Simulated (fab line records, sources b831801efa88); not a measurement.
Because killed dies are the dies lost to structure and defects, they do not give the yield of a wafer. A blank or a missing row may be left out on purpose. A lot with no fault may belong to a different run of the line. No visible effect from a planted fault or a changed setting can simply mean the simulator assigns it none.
Code-filled problem report in 8D (eight disciplines) form    flow sky130    the parts of the form that need people (team, actions taken, sign-off) are left out

## 1. PROBLEM STATEMENT
Mean of strip-time-to-endpoint-s at SKY_CONTACT_STRIP_19: 3.06 s across 4 wafers in 2 lots; on wafers with no fault it is 3.63 s (standard deviation 0.034). Relative to the usual mean, that is a shift of -17 standard deviations.
The step: strips in O2/N2.
The first sign was on wafer L333.2 at day 34 05:07, on plasma-asher-01. The record has a number at this step for 36 wafers belonging to 12 lots. Rule for "out", or "out of limits": more than 4 standard deviations from the usual mean. The rest of the wafers with a number are treated as sound.

## 2. WHAT THIS IS AND IS NOT
question                     is                              is not
which readings at this step  strip-time-to-endpoint-s        drypump-motor-current-A
which lots                   L333, L335                      L328, L329, L330, L339, L341, L342, L343, L346, L347, L349
which wafers of those lots   L333.2, L333.4, L335.2, L335.5  L333.6, L335.6
read on which tools          plasma-asher-01                 plasma-asher-03, plasma-asher-04
when                         from day 34 05:07               up to then (10 sound wafers); but 22 sound wafers of L335, L339, L341, L342, L343, L346, L347, L349 came after

## 3. THE SUSPECTS, EACH WITH WHAT RULES IT OUT
Counting: a tool at a process step up to the reading stays a suspect if it ran every lot that is out. Sound lots after the first of them don't rule it out here, since some wafers of a struck lot are sound.
- litho-track-03 at SKY_CONTACT_COAT_09 (resist thk 450 nm): kept. It ran every lot that is out, first L333 (day 33 15:00); its last sound lot up to then is L330 (day 32 19:00).
- plasma-asher-01 at SKY_CONTACT_STRIP_19 (strips in O2/N2): kept. It ran every lot that is out, first L333 (day 34 05:07); its last sound lot up to then is L329 (day 32 20:50). On those wafers its own readings are out: strip-time-to-endpoint-s.
What counting leaves: litho-track-03 at SKY_CONTACT_COAT_09 and plasma-asher-01 at SKY_CONTACT_STRIP_19.

## 4. THE CAUSE (what the simulator had put in)
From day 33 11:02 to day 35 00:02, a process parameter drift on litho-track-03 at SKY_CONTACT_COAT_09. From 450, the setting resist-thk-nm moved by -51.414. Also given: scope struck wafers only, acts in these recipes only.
Counting left 2 suspects, and this tool is among them.

## 5. SEQUENCE OF EFFECTS, ordered by route
One row per reading whose mean, taken over the struck wafers that have a number, lies over 3 standard deviations from the usual. Only readings whose record carries a usual standard deviation are examined. hours: median over the lots of the time between each lot's start at the first step of this table that gives one and its start at this step. sigmas: the change, counted in usual standard deviations.
hours  step                  reading                   usual       on struck wafers  change  sigmas
0      SKY_CONTACT_STRIP_19  oes-product-au            0.381 a.u.  0.361             -0.020  -4.3
0      SKY_CONTACT_STRIP_19  strip-time-to-endpoint-s  3.63 s      3.06              -0.56   -17
Process steps it contains:
- SKY_CONTACT_STRIP_19: strips in O2/N2.
At these later measuring or inspecting steps, every struck wafer for which the step has a row has a number for every such reading, and none has moved that far: SKY_METAL1_CD_MEAS_15.

## 6. HOW IT WOULD HAVE BEEN CAUGHT EARLIER
First out-of-limits reading in this record: day 34 05:07, which is 18 hours after fault onset at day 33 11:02.
No tool reading at SKY_CONTACT_COAT_09 that has a usual standard deviation in the record was out on any struck wafer, so an alarm limit of 4 standard deviations on those readings would not have fired.
Lots out: 2; all had begun SKY_CONTACT_COAT_09 on litho-track-03 by day 34 05:07. Holding the tool at that point would not have protected any of them.
